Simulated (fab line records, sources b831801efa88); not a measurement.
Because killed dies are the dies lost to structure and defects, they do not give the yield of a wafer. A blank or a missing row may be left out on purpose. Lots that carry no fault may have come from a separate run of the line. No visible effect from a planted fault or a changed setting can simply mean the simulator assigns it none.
Matching of chambers :: flow gf180mcu :: GF_V3_ETCH_16 on rie-diel-04 has 4 sister chambers
The step etches BARC in N2/H2. 7 wafers are shown with their chamber, then 8 later ones without.

WAFERS WITH THEIR CHAMBER
wafer: L677.5
chamber: 1
throttle-valve-pct (%): 13.222
bias-w (W): 99.9

wafer: L685.5
chamber: 2
throttle-valve-pct (%): 13.221
bias-w (W): 100.1

wafer: L688.6
chamber: 0
throttle-valve-pct (%): 13.210
bias-w (W): 100.5

wafer: L692.1
chamber: 3
throttle-valve-pct (%): 13.238
bias-w (W): 99.9

wafer: L692.3
chamber: 0
throttle-valve-pct (%): 13.217
bias-w (W): 99.9

wafer: L692.6
chamber: 3
throttle-valve-pct (%): 13.218
bias-w (W): 100.6

wafer: L697.2
chamber: 2
throttle-valve-pct (%): 13.236
bias-w (W): 99.9

WAFERS WITH NO CHAMBER GIVEN
wafer: L697.4
throttle-valve-pct (%): 13.215
bias-w (W): 99.9

wafer: L697.6
throttle-valve-pct (%): 13.229
bias-w (W): 100.2

wafer: L698.2
throttle-valve-pct (%): 13.235
bias-w (W): 100.1

wafer: L698.3
throttle-valve-pct (%): 13.210
bias-w (W): 99.7

wafer: L698.4
throttle-valve-pct (%): 13.225
bias-w (W): 99.4

wafer: L700.1
throttle-valve-pct (%): 13.215
bias-w (W): 99.7

wafer: L700.2
throttle-valve-pct (%): 13.226
bias-w (W): 100.1

wafer: L700.4
throttle-valve-pct (%): 13.215
bias-w (W): 100.0

CHAMBER TAKEN BY EACH
wafer: L697.4
from the rows above: can't be placed: 1 or 0 or 2 or 3
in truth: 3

wafer: L697.6
from the rows above: can't be placed: 3 or 2 or 1 or 0
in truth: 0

wafer: L698.2
from the rows above: can't be placed: 2 or 3 or 1 or 0
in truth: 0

wafer: L698.3
from the rows above: can't be placed: 1 or 0 or 2 or 3
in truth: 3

wafer: L698.4
from the rows above: can't be placed: 1 or 2 or 3 or 0
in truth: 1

wafer: L700.1
from the rows above: can't be placed: 1 or 0 or 2 or 3
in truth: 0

wafer: L700.2
from the rows above: can't be placed: 2 or 3 or 1 or 0
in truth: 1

wafer: L700.4
from the rows above: can't be placed: 0 or 1 or 2 or 3
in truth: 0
Correctly placed: 0 of 8. Not placeable from these rows: 8 (in 8, the candidates include the true chamber). Number placed wrongly: 0.
How it was worked out, from the rows above alone: a wafer's distance from a chamber is the root of the sum, over the readings, of the square of ((its reading less the chamber's mean) divided by the reading's scatter). If the next closest chamber is less than 2 further off than the closest, the wafer can't be placed; otherwise it belongs to the closest. For every chamber, the mean is computed from those of its wafers that are shown. The scatter: the root of (the sum of the squares of (reading less its chamber's mean) over the shown wafers, divided by (wafers less chambers)).
